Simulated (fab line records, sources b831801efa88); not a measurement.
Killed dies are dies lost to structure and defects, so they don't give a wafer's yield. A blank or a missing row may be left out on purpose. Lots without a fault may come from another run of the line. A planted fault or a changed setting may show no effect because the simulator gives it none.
One fault seen from 2 desks | flow gf180mcu | each desk has only its own numbers; what lay behind them comes last

THE METROLOGY DESK
What the gauges read, lot by lot, whatever tool the lot ran on: means of the sampled wafers that have a number. A lot is out of limits, marked OUT, if its mean lies more than 4 standard deviations from the usual mean; the brackets give that distance.
Columns: A = SALICIDE_TIN_THK at GF_SALICIDE_THK_MEAS_05, usual 19.94 nm; B = CONTACT_CVD_02_THK at GF_CONTACT_THK_MEAS_03, usual 856 nm
lot  | first seen here | A                | B
L609 | day 15 18:10    | 19.71            | 860
L610 | day 16 03:41    | 19.89            | 853
L611 | day 16 10:02    | 19.98            | 858
L616 | day 18 10:40    | 19.94            | 851
L617 | day 18 21:26    | 20.31            | 858
L618 | day 19 00:51    | 21.08 (+4.8) OUT | 855
L620 | day 19 16:45    | 19.77            | 842
L623 | day 21 08:49    | 19.88            | 860
L624 | day 21 11:29    | 19.81            | 867
L626 | day 21 17:52    | 20.29            | 865
L628 | day 22 22:37    | 20.13            | 861
L629 | day 23 10:23    | 19.73            | 855
L630 | day 23 18:41    | 20.07            | 862
This desk's finding: out of limits on L618; first on L618, day 19 00:51 (SALICIDE_TIN_THK at GF_SALICIDE_THK_MEAS_05). In limits: L609, L610, L611, L616, L617, L620, L623, L624, L626, L628, L629, L630.

THE TOOL OWNER'S DESK: pvd_sputter-01
The tool's own readings at GF_SALICIDE_SPUTTER_03 (material TiN, target thk 20 nm, time 16.7 s): means of the sampled wafers that have a number, for each lot that ran on this tool. A lot is out of limits, marked OUT, if its mean lies more than 4 standard deviations from the usual mean; the brackets give that distance.
Columns: A = cathode_dc_power_W at GF_SALICIDE_SPUTTER_03, usual 6500.0 W; B = throttle_valve_pct at GF_SALICIDE_SPUTTER_03, usual 30.7 %
lot  | first seen here | A                        | B
L609 | day 15 18:01    | 6499.4                   | 31.6
L610 | day 16 03:31    | 6499.6                   | 31.5
L617 | day 18 21:17    | 6726.8 (+99 or more) OUT | 31.3
L618 | day 19 00:41    | 6952.5 (+99 or more) OUT | 30.9
L623 | day 21 08:40    | 6498.8                   | 30.4
L624 | day 21 11:19    | 6500.8                   | 30.5
L629 | day 23 10:13    | 6501.1                   | 31.2
This desk's finding: out of limits on L617, L618; first on L617, day 18 21:17 (cathode_dc_power_W at GF_SALICIDE_SPUTTER_03). In limits: L609, L610, L623, L624, L629.

PUT TOGETHER
The tool owner's desk could have raised an alarm at day 18 21:17, on L617, L618.
The metrology desk could have raised an alarm at day 19 00:51, on L618.
The metrology desk has L617 on record, within its limits.
Of the lots named, all ran GF_SALICIDE_SPUTTER_03 on pvd_sputter-01.

WHAT THE SIMULATOR HAD PUT IN
Process parameter drift: pvd_sputter-01, from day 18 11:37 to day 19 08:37, at GF_SALICIDE_SPUTTER_03. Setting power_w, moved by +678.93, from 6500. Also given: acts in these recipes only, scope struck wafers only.
Lots struck among those shown: L617, L618.
Hours from the fault's start to each desk's first reading out of limits: the tool owner's desk, 10; the metrology desk, 13.
